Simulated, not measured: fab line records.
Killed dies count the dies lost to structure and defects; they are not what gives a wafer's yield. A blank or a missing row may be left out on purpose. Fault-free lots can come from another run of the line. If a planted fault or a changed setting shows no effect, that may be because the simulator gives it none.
fab line records	flow gf180mcu
[record] lots = 24	wafers = 72	last_day = 34
route steps=602 shown M3@415 V3@453 V4@497
lots untouched by any fault: they come from a run of this same line in which no faults occurred
start_h: the number of hours between the record's first day and the start of the first shown wafer of the lot	wait_h: hours from the lot's prior step to this one	" same as the row above	L1.1+2: one row covering several wafers at once	- no value, or no start given	* or withheld: withheld	< > ~ a bound
route shown NAME@n: NAME is a module with steps in the file, n the number in the route of the first one	usual: mean and standard deviation over wafers with no fault	same: alike in all rows	chamber/n: place in a boat	sites: per-site readings	_std_site: the standard deviation of these	_edge_site: outer sites' mean less inner sites'	radius_mm: for every site, how far away it sits from the centre of the wafer	mask NAME#n: copy n	behind: tool/chamber where the wafer was last shaped	hold: cause of the lot's hold/its duration in hours/its outcome	device: whichever transistor did not switch (one of n, p or np)	end of line: the tests these same wafers got at the end of their route	a step without rows: its recipe alone	killed: not the wafer's yield, but the dies lost to structure and defects at the first sort	map: per-die view of a wafer (x killed, . not killed, _ where there is no die)
set.NAME: the setting the step ran with; set.NAME@STEP: the setting that earlier step ran with	model.NAME: the simulator's own value behind a step, which no gauge read
the route's steps for a sample of lots (tables are steps, rows are wafers)
services: when a tool's chamber went out of use (start_h, in hours from the record's first day, below 0 if earlier), for how many hours, and the reason
[[steps]]
[step GF_M3_THK_MEAS_06]
[recipe] thk_meas_gauge = xrf	reads = AlCu_of_M3_SPUTTER_02
[usual] M3_ALCU_THK = 441/4.4
lot.wafer	tool	chamber	start_h	wait_h	M3_ALCU_THK[nm]
L074.1	film_metro-02	-	461.06	0.1	433
L074.4	"	-	"	"	438
L074.6	"	-	"	"	437
L075.1	film_metro-04	-	472.34	0.1	438
L075.5	"	-	"	"	444
L075.6	"	-	"	"	441
L076.1	film_metro-04	-	481.36	0.1	447
L076.4	"	-	"	"	442
L076.5	"	-	"	"	439
L077.1	film_metro-01	-	490.51	0.1	434
L077.3	"	-	"	"	445
L077.4	"	-	"	"	441
L078.1	film_metro-02	-	498.47	0.1	445
L078.5	"	-	"	"	450
L078.6	"	-	"	"	445
L079.2	film_metro-01	-	509.70	0.1	437
L079.5	"	-	"	"	445
L079.6	"	-	"	"	437
L080.1	film_metro-02	-	517.88	0.1	435
L080.5	"	-	"	"	440
L080.6	"	-	"	"	445
L081.2	film_metro-02	-	528.58	0.1	438
L081.4	"	-	"	"	440
L081.5	"	-	"	"	437
L082.4	film_metro-02	-	536.37	0.1	447
L082.5	"	-	"	"	447
L082.6	"	-	"	"	444
L083.2	film_metro-01	-	547.75	0.1	436
L083.3	"	-	"	"	433
L083.6	"	-	"	"	436
L084.3	film_metro-02	-	553.28	0.1	446
L084.4	"	-	"	"	449
L084.6	"	-	"	"	443
L085.3	film_metro-02	-	559.12	0.1	439
L085.4	"	-	"	"	442
L085.5	"	-	"	"	448
L086.1	film_metro-04	-	570.66	0.1	440
L086.3	"	-	"	"	439
L086.4	"	-	"	"	444
L087.1	film_metro-01	-	578.87	0.1	441
L087.3	"	-	"	"	435
L087.4	"	-	"	"	435
L088.2	film_metro-01	-	585.42	0.1	441
L088.4	"	-	"	"	433
L088.6	"	-	"	"	437
L089.1	film_metro-02	-	594.50	0.1	436
L089.4	"	-	"	"	439
L089.6	"	-	"	"	438
L090.2	film_metro-02	-	600.31	0.1	433
L090.4	"	-	"	"	436
L090.5	"	-	"	"	440
L091.1	film_metro-02	-	609.80	0.1	446
L091.3	"	-	"	"	448
L091.5	"	-	"	"	451
L092.2	film_metro-02	-	615.93	0.1	443
L092.3	"	-	"	"	443
L092.5	"	-	"	"	444
L093.1	film_metro-01	-	623.24	0.1	444
L093.2	"	-	"	"	438
L093.4	"	-	"	"	441
L094.2	film_metro-01	-	631.20	0.1	443
L094.3	"	-	"	"	437
L094.4	"	-	"	"	440
L095.1	film_metro-02	-	633.67	0.1	437
L095.3	"	-	"	"	436
L095.6	"	-	"	"	442
L096.2	film_metro-04	-	644.88	0.1	434
L096.3	"	-	"	"	440
L096.4	"	-	"	"	439
L097.1	film_metro-04	-	650.77	0.1	439
L097.2	"	-	"	"	440
L097.5	"	-	"	"	441
[step GF_M3_STRIP_17]
[recipe] chemistry = O2/N2	power_w = 1400	pressure_mtorr = 1500	platen_temp_c = 250	o2_flow_sccm = 3000	n2_flow_sccm = 300	overash_fraction = 0.5
[usual] drypump_motor_current_A = 5.9/0.48	heater_power_w = 317/60	n2_flow_sccm = 299.9/0.86	oes_product_au = 0.537/0.0052	platen_temp_c = 249.98/0.17	strip_time_to_endpoint_s = 7.39/0.048
lot.wafer	tool	chamber	start_h	wait_h	drypump_motor_current_A	heater_power_w	n2_flow_sccm	oes_product_au	platen_temp_c	rf_hours_counter_h	strip_time_to_endpoint_s
L074.1	plasma_asher-03	0	484.90	0.1	5.7	305	300.9	0.536	249.75	34	7.47
L074.4	"	0	"	"	5.7	308	300.4	0.544	249.94	-	7.45
L074.6	"	0	"	"	5.7	300	300.1	0.539	250.10	-	7.41
L075.1	plasma_asher-02	0	496.25	0.1	5.4	302	300.5	0.545	249.91	7	7.44
L075.5	"	1	"	"	6.2	426	300.3	0.536	250.11	-	7.41
L075.6	"	0	"	"	5.3	295	299.5	0.550	250.08	-	7.49
L076.1	plasma_asher-01	1	505.50	0.1	6.0	317	301.8	0.544	250.22	92	7.40
L076.4	"	1	"	"	6.0	321	301.2	0.540	250.26	-	7.42
L076.5	"	0	"	"	6.3	239	296.8	0.541	249.98	-	7.41
L077.1	plasma_asher-01	1	514.00	0.1	6.0	315	299.5	0.536	249.92	92	7.29
L077.3	"	0	"	"	6.4	247	300.2	0.538	250.15	-	7.38
L077.4	"	1	"	"	6.0	319	299.9	0.530	250.03	-	7.37
L078.1	plasma_asher-03	0	521.80	0.1	5.7	303	299.8	0.534	249.76	38	7.41
L078.5	"	0	"	"	5.7	305	298.9	0.537	249.90	-	7.33
L078.6	"	1	"	"	4.9	323	299.4	0.536	250.23	-	7.39
L079.2	plasma_asher-01	1	532.80	0.1	6.0	321	298.6	0.537	249.80	94	7.37
L079.5	"	0	"	"	6.4	243	299.5	0.538	250.08	-	7.39
L079.6	"	1	"	"	6.0	320	299.2	0.528	249.86	-	7.29
L080.1	plasma_asher-02	1	540.26	0.1	6.3	437	300.9	0.538	250.01	12	7.40
L080.5	"	0	"	"	5.3	302	299.7	0.542	249.85	-	7.47
L080.6	"	1	"	"	6.2	424	300.1	0.544	249.60	-	7.43
L081.2	plasma_asher-01	1	551.30	0.1	6.0	317	299.6	0.534	250.03	96	7.41
L081.4	"	1	"	"	6.0	325	300.2	0.530	250.02	-	7.38
L081.5	"	1	"	"	6.0	327	300.0	0.538	250.02	-	7.39
L082.4	plasma_asher-03	1	558.24	0.1	4.9	325	299.8	0.537	249.76	-	7.38
L082.5	"	0	"	"	5.7	307	299.7	0.543	250.13	-	7.38
L082.6	"	1	"	"	4.9	328	300.0	0.547	249.97	-	7.38
L083.2	plasma_asher-02	1	569.36	0.1	6.3	428	299.5	0.539	250.01	15	7.39
L083.3	"	0	"	"	5.4	293	299.9	0.529	249.66	-	7.38
L083.6	"	1	"	"	6.3	427	299.6	0.534	249.82	-	7.40
L084.3	plasma_asher-01	1	575.79	0.1	6.0	323	299.3	0.532	250.08	-	7.40
L084.4	"	0	"	"	6.4	242	301.0	0.539	249.97	-	7.46
L084.6	"	0	"	"	6.4	240	300.4	0.536	249.80	-	7.47
L085.3	plasma_asher-01	0	581.19	0.1	6.4	244	300.6	0.539	250.31	-	7.30
L085.4	"	1	"	"	6.0	319	300.2	0.528	249.76	-	7.31
L085.5	"	1	"	"	6.0	323	299.4	0.529	249.87	-	7.33
L086.1	plasma_asher-02	1	592.51	0.1	6.3	433	298.5	0.543	249.82	17	7.45
L086.3	"	0	"	"	5.3	299	300.5	0.537	249.80	-	7.44
L086.4	"	1	"	"	6.3	418	299.7	0.547	250.21	-	7.45
L087.1	plasma_asher-02	1	600.31	0.1	6.3	429	300.0	0.532	250.08	18	7.42
L087.3	"	0	"	"	5.3	295	299.6	0.526	249.85	-	7.38
L087.4	"	1	"	"	6.3	433	299.5	0.543	250.07	-	7.41
L088.2	plasma_asher-02	0	606.91	0.1	5.3	290	300.6	0.544	250.26	19	7.36
L088.4	"	0	"	"	5.3	293	299.9	0.536	250.11	-	7.36
L088.6	"	1	"	"	6.2	436	298.8	0.541	250.02	-	7.32
L089.1	plasma_asher-02	1	615.54	0.2	6.3	436	299.2	0.529	249.97	20	7.35
L089.4	"	1	"	"	6.3	420	299.8	0.532	250.04	-	7.33
L089.6	"	0	"	"	5.4	295	299.9	0.527	249.89	-	7.36
L090.2	plasma_asher-02	1	620.79	0.1	6.3	420	301.6	0.535	250.11	20	7.42
L090.4	"	0	"	"	5.3	292	299.8	0.536	250.05	-	7.41
L090.5	"	0	"	"	5.3	301	299.0	0.536	249.99	-	7.39
L091.1	plasma_asher-02	0	630.03	0.2	5.3	298	299.3	0.543	250.34	21	7.40
L091.3	"	0	"	"	5.3	297	299.1	0.536	249.93	-	7.34
L091.5	"	0	"	"	5.3	292	299.8	0.535	249.88	-	7.36
L092.2	plasma_asher-03	0	636.43	0.2	5.7	303	300.9	0.531	249.78	50	7.37
L092.3	"	1	"	"	4.8	324	300.5	0.529	249.87	-	7.40
L092.5	"	1	"	"	4.8	327	299.5	0.538	249.68	-	7.39
L093.1	plasma_asher-01	1	643.60	0.1	6.0	318	300.4	0.538	249.76	106	7.40
L093.2	"	0	"	"	6.4	240	298.7	0.540	250.43	106	7.37
L093.4	"	1	"	"	6.0	325	300.2	0.535	249.93	-	7.40
L094.2	plasma_asher-01	0	651.65	0.1	6.4	245	301.0	0.541	249.92	107	7.33
L094.3	"	1	"	"	6.0	316	298.9	0.545	250.06	-	7.35
L094.4	"	0	"	"	6.4	245	300.2	0.534	249.72	-	7.35
L095.1	plasma_asher-01	0	653.21	0.1	6.4	241	302.0	0.537	249.84	107	7.40
L095.3	"	0	"	"	6.3	240	299.5	0.535	249.96	-	7.43
L095.6	"	1	"	"	6.0	319	300.4	0.542	250.08	-	7.51
L096.2	plasma_asher-01	1	664.60	0.1	6.0	317	298.7	0.529	250.03	108	7.38
L096.3	"	0	"	"	6.4	245	300.6	0.539	249.68	-	7.33
L096.4	"	1	"	"	6.0	322	299.8	0.533	250.20	-	7.37
L097.1	plasma_asher-01	0	670.15	0.1	6.4	243	299.2	0.535	250.03	109	7.44
L097.2	"	1	"	"	6.0	317	298.0	0.548	250.08	109	7.50
L097.5	"	1	"	"	6.0	318	299.5	0.548	250.14	-	7.47
[step GF_V3_RS_MEAS_24]
[recipe] thk_meas_gauge = four-point-probe	reads = W_of_V3_CVD_23+TiN_of_V3_SPUTTER_22+Ti_of_V3_SPUTTER_21
[usual] V3_W_RS = 0.328/0.0059
lot.wafer	tool	chamber	start_h	wait_h	V3_W_RS[ohm/sq]
L074.1	film_metro-03	-	510.57	0.1	0.332
L074.4	"	-	"	"	0.326
L074.6	"	-	"	"	0.330
L075.1	film_metro-03	-	521.58	0.1	0.329
L075.5	"	-	"	"	0.325
L075.6	"	-	"	"	0.317
L076.1	film_metro-02	-	530.60	0.1	0.333
L076.4	"	-	"	"	0.334
L076.5	"	-	"	"	0.335
L077.1	film_metro-01	-	539.55	0.1	0.332
L077.3	"	-	"	"	0.321
L077.4	"	-	"	"	0.331
L078.1	film_metro-03	-	547.10	0.1	0.314
L078.5	"	-	"	"	0.327
L078.6	"	-	"	"	0.319
L079.2	film_metro-03	-	557.38	0.1	0.336
L079.5	"	-	"	"	0.330
L079.6	"	-	"	"	0.332
L080.1	film_metro-03	-	564.81	0.2	0.331
L080.5	"	-	"	"	0.332
L080.6	"	-	"	"	0.331
L081.2	film_metro-02	-	575.41	0.1	0.332
L081.4	"	-	"	"	0.332
L081.5	"	-	"	"	0.334
L082.4	film_metro-03	-	582.07	0.1	0.335
L082.5	"	-	"	"	0.332
L082.6	"	-	"	"	0.333
L083.2	film_metro-03	-	593.06	0.1	0.331
L083.3	"	-	"	"	0.329
L083.6	"	-	"	"	0.329
L084.3	film_metro-03	-	598.91	0.1	0.333
L084.4	"	-	"	"	0.333
L084.6	"	-	"	"	0.331
L085.3	film_metro-01	-	604.94	0.1	0.324
L085.4	"	-	"	"	0.330
L085.5	"	-	"	"	0.332
L086.1	film_metro-03	-	615.88	0.1	0.332
L086.3	"	-	"	"	0.328
L086.4	"	-	"	"	0.333
L087.1	film_metro-01	-	623.77	0.1	0.329
L087.3	"	-	"	"	0.325
L087.4	"	-	"	"	0.329
L088.2	film_metro-01	-	630.04	0.1	0.336
L088.4	"	-	"	"	0.335
L088.6	"	-	"	"	0.336
L089.1	film_metro-02	-	638.96	0.1	0.325
L089.4	"	-	"	"	0.323
L089.6	"	-	"	"	0.325
L090.2	film_metro-01	-	643.59	0.1	0.323
L090.4	"	-	"	"	0.314
L090.5	"	-	"	"	0.315
L091.1	film_metro-01	-	652.57	0.1	0.327
L091.3	"	-	"	"	0.320
L091.5	"	-	"	"	0.319
L092.2	film_metro-03	-	658.50	0.1	0.326
L092.3	"	-	"	"	0.324
L092.5	"	-	"	"	0.315
L093.1	film_metro-01	-	664.70	0.1	0.337
L093.2	"	-	"	"	0.334
L093.4	"	-	"	"	0.336
L094.2	film_metro-01	-	673.60	0.1	0.332
L094.3	"	-	"	"	0.333
L094.4	"	-	"	"	0.334
L095.1	film_metro-02	-	674.03	0.2	0.320
L095.3	"	-	"	"	0.320
L095.6	"	-	"	"	0.319
L096.2	film_metro-03	-	686.31	0.1	0.324
L096.3	"	-	"	"	0.330
L096.4	"	-	"	"	0.321
L097.1	film_metro-01	-	691.50	0.1	0.333
L097.2	"	-	"	"	0.322
L097.5	"	-	"	"	0.330
[step GF_V3_CMP_26]
[recipe] stop_on = SiO2	down_force_psi = 3.5	platen_rpm = 60	t_overpolish_s = 15	target_thk_nm = 0	pad_velocity_m_s = 0.94248
[usual] motor_current_A = 11.4/1.5	overpolish_run_s = 15.001/0.0098	time_to_endpoint_s = 84/3.4
lot.wafer	tool	chamber	start_h	wait_h	motor_current_A	overpolish_run_s	time_to_endpoint_s
L074.4	cmp-01	1	510.75	0.0	10.4	15.003	86
L074.1	"	3	"	"	14.2	15.004	89
L074.6	"	2	"	"	10.5	15.016	85
L075.1	cmp-02	2	521.81	0.1	11.3	15.012	86
L075.5	"	1	"	"	10.9	15.000	88
L075.6	"	2	"	"	10.8	15.013	88
L076.4	cmp-01	3	530.83	0.1	13.7	14.991	86
L076.1	"	0	"	"	13.1	15.009	85
L076.5	"	3	"	"	13.7	15.005	84
L077.4	cmp-01	0	539.73	0.0	12.9	15.007	82
L077.1	"	2	"	"	10.3	15.005	77
L077.3	"	3	"	"	14.3	15.012	82
L078.1	cmp-01	2	547.40	0.2	10.4	15.003	86
L078.5	"	2	"	"	10.5	14.995	83
L078.6	"	3	"	"	14.2	14.980	86
L079.2	cmp-02	2	557.69	0.2	11.0	15.009	83
L079.6	"	3	"	"	9.6	15.018	85
L079.5	"	0	"	"	11.2	15.006	83
L080.1	cmp-01	0	565.14	0.2	13.1	14.992	86
L080.5	"	1	"	"	10.9	15.011	85
L080.6	"	2	"	"	10.3	15.004	84
L081.2	cmp-01	0	575.62	0.1	12.7	15.003	87
L081.4	"	2	"	"	9.9	14.987	83
L081.5	"	3	"	"	14.1	15.011	83
L082.4	cmp-02	3	582.29	0.1	9.3	15.004	83
L082.6	"	1	"	"	10.1	14.984	85
L082.5	"	2	"	"	10.8	14.997	85
L083.2	cmp-01	3	593.22	0.0	14.1	14.997	83
L083.3	"	1	"	"	10.5	14.988	84
L083.6	"	3	"	"	13.7	15.009	83
L084.4	cmp-01	1	599.10	0.1	10.2	15.008	86
L084.3	"	3	"	"	14.4	14.987	85
L084.6	"	1	"	"	10.3	15.013	87
L085.4	cmp-01	2	605.13	0.1	10.8	15.008	82
L085.3	"	3	"	"	14.3	14.995	85
L085.5	"	2	"	"	9.7	15.024	81
L086.3	cmp-02	3	616.06	0.0	8.9	15.010	83
L086.4	"	0	"	"	10.7	14.999	77
L086.1	"	1	"	"	9.6	15.002	80
L087.3	cmp-01	1	624.00	0.1	10.3	14.995	87
L087.4	"	2	"	"	10.4	15.020	85
L087.1	"	3	"	"	14.9	15.009	84
L088.4	cmp-02	0	630.20	0.0	10.9	14.996	78
L088.2	"	2	"	"	11.2	15.003	78
L088.6	"	1	"	"	9.5	15.022	76
L089.4	cmp-02	2	639.24	0.1	11.2	15.007	81
L089.1	"	3	"	"	8.9	15.012	80
L089.6	"	0	"	"	11.2	15.014	81
L090.4	cmp-01	1	643.85	0.1	10.4	15.001	87
L090.2	"	2	"	"	10.5	14.988	85
L090.5	"	3	"	"	14.2	15.008	89
L091.3	cmp-02	0	652.85	0.1	10.6	15.003	83
L091.1	"	1	"	"	10.2	15.000	81
L091.5	"	3	"	"	9.7	14.998	87
L092.2	cmp-01	1	658.76	0.1	10.4	15.005	86
L092.3	"	2	"	"	10.3	14.989	87
L092.5	"	3	"	"	14.5	14.996	90
L093.1	cmp-01	2	664.88	0.1	10.2	14.998	83
L093.4	"	0	"	"	12.2	15.002	87
L093.2	"	1	"	"	10.6	15.005	86
L094.3	cmp-02	1	673.76	0.0	10.2	15.006	79
L094.2	"	3	"	"	9.5	14.994	82
L094.4	"	0	"	"	10.9	15.008	79
L095.1	cmp-01	2	674.27	0.1	10.2	14.991	87
L095.3	"	1	"	"	10.6	15.013	90
L095.6	"	3	"	"	13.7	14.994	93
L096.4	cmp-01	2	686.52	0.1	10.6	14.989	89
L096.3	"	3	"	"	13.5	14.989	86
L096.2	"	0	"	"	12.9	14.994	84
L097.2	cmp-02	3	691.68	0.0	9.1	14.994	81
L097.1	"	2	"	"	11.4	14.994	82
L097.5	"	0	"	"	11.7	15.006	78
[step GF_V4_SPUTTER_21]
[recipe] material = Ti	target_thk_nm = 15	chamber_pressure_pa = 5	power_w = 2500	substrate_temp_c = 200	time_s = 80.02
[usual] throttle_valve_pct = 30.6/0.83
lot.wafer	tool	chamber	start_h	wait_h	throttle_valve_pct
L074.1	pvd_sputter-04	-	557.76	0.0	30.6
L074.4	"	-	"	"	31.3
L074.6	"	-	"	"	30.8
L075.1	pvd_sputter-02	-	568.49	0.0	30.0
L075.5	"	-	"	"	30.4
L075.6	"	-	"	"	31.4
L076.1	pvd_sputter-04	-	578.03	0.0	31.3
L076.4	"	-	"	"	30.9
L076.5	"	-	"	"	31.0
L077.1	pvd_sputter-01	-	586.80	0.0	30.8
L077.3	"	-	"	"	29.8
L077.4	"	-	"	"	31.2
L078.1	pvd_sputter-02	-	593.79	0.0	31.7
L078.5	"	-	"	"	29.1
L078.6	"	-	"	"	30.4
L079.2	pvd_sputter-01	-	603.66	0.0	31.2
L079.5	"	-	"	"	30.8
L079.6	"	-	"	"	30.9
L080.1	pvd_sputter-04	-	609.33	0.0	30.8
L080.5	"	-	"	"	28.1
L080.6	"	-	"	"	31.5
L081.2	pvd_sputter-02	-	619.09	0.0	30.8
L081.4	"	-	"	"	29.1
L081.5	"	-	"	"	31.7
L082.4	pvd_sputter-04	-	626.07	0.0	28.4
L082.5	"	-	"	"	31.8
L082.6	"	-	"	"	30.3
L083.2	pvd_sputter-01	-	637.24	0.0	30.7
L083.3	"	-	"	"	29.9
L083.6	"	-	"	"	30.0
L084.3	pvd_sputter-04	-	641.64	0.0	31.2
L084.4	"	-	"	"	30.8
L084.6	"	-	"	"	31.3
L085.3	pvd_sputter-02	-	648.40	0.0	29.3
L085.4	"	-	"	"	30.3
L085.5	"	-	"	"	31.4
L086.1	pvd_sputter-04	-	659.76	0.0	28.3
L086.3	"	-	"	"	30.9
L086.4	"	-	"	"	31.5
L087.1	pvd_sputter-02	-	667.29	0.0	31.4
L087.3	"	-	"	"	30.2
L087.4	"	-	"	"	31.0
L088.2	pvd_sputter-01	-	672.15	0.0	31.0
L088.4	"	-	"	"	29.8
L088.6	"	-	"	"	30.8
L089.1	pvd_sputter-04	-	681.44	0.0	31.2
L089.4	"	-	"	"	28.3
L089.6	"	-	"	"	30.5
L090.2	pvd_sputter-01	-	683.65	0.0	30.6
L090.4	"	-	"	"	31.0
L090.5	"	-	"	"	30.9
L091.1	pvd_sputter-02	-	693.89	0.0	30.3
L091.3	"	-	"	"	30.3
L091.5	"	-	"	"	31.5
L092.2	pvd_sputter-02	-	699.30	0.0	30.5
L092.3	"	-	"	"	31.2
L092.5	"	-	"	"	30.7
L093.1	pvd_sputter-01	-	704.20	0.0	31.1
L093.2	"	-	"	"	30.1
L093.4	"	-	"	"	30.7
L094.2	pvd_sputter-02	-	713.04	0.0	29.3
L094.3	"	-	"	"	30.8
L094.4	"	-	"	"	31.4
L095.1	pvd_sputter-02	-	714.30	0.0	29.9
L095.3	"	-	"	"	31.2
L095.6	"	-	"	"	30.0
L096.2	pvd_sputter-01	-	725.50	0.0	31.1
L096.3	"	-	"	"	30.3
L096.4	"	-	"	"	31.4
L097.1	pvd_sputter-04	-	730.60	0.0	31.3
L097.2	"	-	"	"	28.4
L097.5	"	-	"	"	28.4
[step GF_V4_SPUTTER_22]
[recipe] material = TiN	target_thk_nm = 10	chamber_pressure_pa = 5	power_w = 4000	time_s = 40
[usual] throttle_valve_pct = 30.6/0.81
lot.wafer	tool	chamber	start_h	wait_h	throttle_valve_pct
L074.1	pvd_sputter-04	-	557.82	0.0	30.8
L074.4	"	-	"	"	31.2
L074.6	"	-	"	"	30.6
L075.1	pvd_sputter-02	-	568.55	0.0	30.2
L075.5	"	-	"	"	30.5
L075.6	"	-	"	"	31.1
L076.1	pvd_sputter-04	-	578.09	0.0	31.2
L076.4	"	-	"	"	31.1
L076.5	"	-	"	"	30.7
L077.1	pvd_sputter-01	-	586.86	0.0	30.7
L077.3	"	-	"	"	30.2
L077.4	"	-	"	"	31.1
L078.1	pvd_sputter-02	-	593.85	0.0	31.2
L078.5	"	-	"	"	29.7
L078.6	"	-	"	"	30.7
L079.2	pvd_sputter-01	-	603.72	0.0	31.0
L079.5	"	-	"	"	30.8
L079.6	"	-	"	"	30.4
L080.1	pvd_sputter-04	-	609.40	0.0	30.9
L080.5	"	-	"	"	28.5
L080.6	"	-	"	"	31.3
L081.2	pvd_sputter-02	-	619.15	0.0	30.8
L081.4	"	-	"	"	29.5
L081.5	"	-	"	"	31.5
L082.4	pvd_sputter-04	-	626.13	0.0	28.5
L082.5	"	-	"	"	31.1
L082.6	"	-	"	"	30.9
L083.2	pvd_sputter-01	-	637.30	0.0	30.8
L083.3	"	-	"	"	30.0
L083.6	"	-	"	"	29.9
L084.3	pvd_sputter-04	-	641.70	0.0	31.4
L084.4	"	-	"	"	30.8
L084.6	"	-	"	"	31.3
L085.3	pvd_sputter-02	-	648.46	0.0	29.2
L085.4	"	-	"	"	30.5
L085.5	"	-	"	"	31.3
L086.1	pvd_sputter-04	-	659.82	0.0	28.6
L086.3	"	-	"	"	30.7
L086.4	"	-	"	"	31.4
L087.1	pvd_sputter-02	-	667.35	0.0	31.3
L087.3	"	-	"	"	30.2
L087.4	"	-	"	"	30.6
L088.2	pvd_sputter-01	-	672.21	0.0	30.7
L088.4	"	-	"	"	30.1
L088.6	"	-	"	"	31.3
L089.1	pvd_sputter-04	-	681.50	0.0	31.3
L089.4	"	-	"	"	28.3
L089.6	"	-	"	"	30.9
L090.2	pvd_sputter-01	-	683.72	0.0	30.5
L090.4	"	-	"	"	30.8
L090.5	"	-	"	"	30.7
L091.1	pvd_sputter-02	-	693.95	0.0	30.2
L091.3	"	-	"	"	30.7
L091.5	"	-	"	"	31.3
L092.2	pvd_sputter-02	-	699.36	0.0	30.6
L092.3	"	-	"	"	31.5
L092.5	"	-	"	"	30.4
L093.1	pvd_sputter-01	-	704.26	0.0	31.2
L093.2	"	-	"	"	29.9
L093.4	"	-	"	"	30.6
L094.2	pvd_sputter-02	-	713.10	0.0	29.2
L094.3	"	-	"	"	30.9
L094.4	"	-	"	"	31.4
L095.1	pvd_sputter-02	-	714.36	0.0	30.3
L095.3	"	-	"	"	31.4
L095.6	"	-	"	"	30.3
L096.2	pvd_sputter-01	-	725.56	0.0	31.0
L096.3	"	-	"	"	30.5
L096.4	"	-	"	"	31.0
L097.1	pvd_sputter-04	-	730.66	0.0	31.3
L097.2	"	-	"	"	28.3
L097.5	"	-	"	"	28.7
[[services]]
tool	chamber	start_h	hours	kind
cmp-02	-	464.26	1.7	repair
cmp-01	-	465.98	5.2	pm
cmp-02	-	477.84	2.4	repair
plasma_asher-03	-	479.12	2.9	repair
cmp-02	-	485.09	5.7	repair
cmp-01	-	525.76	1.0	repair
plasma_asher-01	-	539.28	3.5	repair
cmp-01	-	552.41	8.6	pm
cmp-02	-	572.19	4.0	pm
pvd_sputter-02	2	581.52	-	consumable_replace:kit
pvd_sputter-02	2	581.52	18.0	scheduled_down
pvd_sputter-04	-	582.85	8.4	repair
cmp-02	-	591.87	6.7	pm
pvd_sputter-01	-	593.74	5.9	repair
plasma_asher-01	-	616.11	0.4	repair
pvd_sputter-01	-	618.58	2.3	repair
cmp-01	-	646.56	0.2	repair
plasma_asher-02	-	657.20	2.8	pm
plasma_asher-02	-	661.76	13.9	repair
plasma_asher-02	-	685.28	2.8	repair
plasma_asher-01	-	688.87	0.8	repair
cmp-01	-	703.43	7.6	repair
cmp-01	-	707.65	1.5	repair
cmp-01	-	723.30	0.5	repair
[[key]]
fault none
